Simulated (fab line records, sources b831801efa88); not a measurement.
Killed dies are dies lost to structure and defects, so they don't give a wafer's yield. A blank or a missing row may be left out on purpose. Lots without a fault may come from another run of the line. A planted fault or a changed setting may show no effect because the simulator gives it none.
Which tool did it? | flow sky130 | 7 lots, 21 wafers sampled, at 2 steps of a route of 708

WHAT THE GAUGES READ, wafer by wafer
SKY_POLY_GATE_CD_MEAS_13: target cd 150 nm.
lot  | measured     | on        | cd_nm (nm)
L430 | day 16 22:59 | cd_sem-02 | 149.1 149.7 148.9
L434 | day 18 18:40 | cd_sem-01 | 151.6 151.9 152.2
L437 | day 19 19:25 | cd_sem-02 | 152.5 151.6 150.0
L441 | day 20 18:35 | cd_sem-01 | 148.5 147.9 148.4
L446 | day 23 06:36 | cd_sem-01 | - - -
L449 | day 23 21:01 | cd_sem-01 | 150.7 151.1 150.0
L450 | day 24 15:18 | cd_sem-01 | 147.9 147.7 149.3

WHICH TOOL RAN EACH LOT (tool, then ch and the chambers of the sampled wafers, then the start)
lot  | SKY_POLY_GATE_PEB_11
L430 | litho_track-04 ch 0, day 16 22:00
L434 | litho_track-03 ch 0, day 18 18:00
L437 | litho_track-03 ch 0, day 19 19:00
L441 | litho_track-03 ch 0, day 20 18:00
L446 | litho_track-04, day 23 06:00
L449 | litho_track-03 ch 0, day 23 20:00
L450 | litho_track-04 ch 0, day 24 14:00
- SKY_POLY_GATE_PEB_11

THE ANSWER, worked out from the rows above alone
Rule: what is usual is taken from the lots themselves. Put in order of their means at a reading, lots are off if they are a third of the lots or fewer, leave a main group of 4 or more, and stand apart from it by a gap of 3 or more times the standard deviation of the main group's means; of several such gaps the widest counts. A main group whose means are all the same, to the digits that the tables above print for the reading, isn't used. A lot without any number at a reading at which 4 lots or more have one is off too. The other lots that the step has rows for count as sound.
Off: L446, at SKY_POLY_GATE_CD_MEAS_13 (cd_nm). Without a number there: L446. The main group: mean 149.9 nm, standard deviation 1.4.
A tool fits if, at a process step before that reading, it ran every lot that is off, and no sound lot after the first of them. The gauges at SKY_POLY_GATE_CD_MEAS_13 are tried like those tools. None of those tried fits.

WHAT THE SIMULATOR HAD PUT IN
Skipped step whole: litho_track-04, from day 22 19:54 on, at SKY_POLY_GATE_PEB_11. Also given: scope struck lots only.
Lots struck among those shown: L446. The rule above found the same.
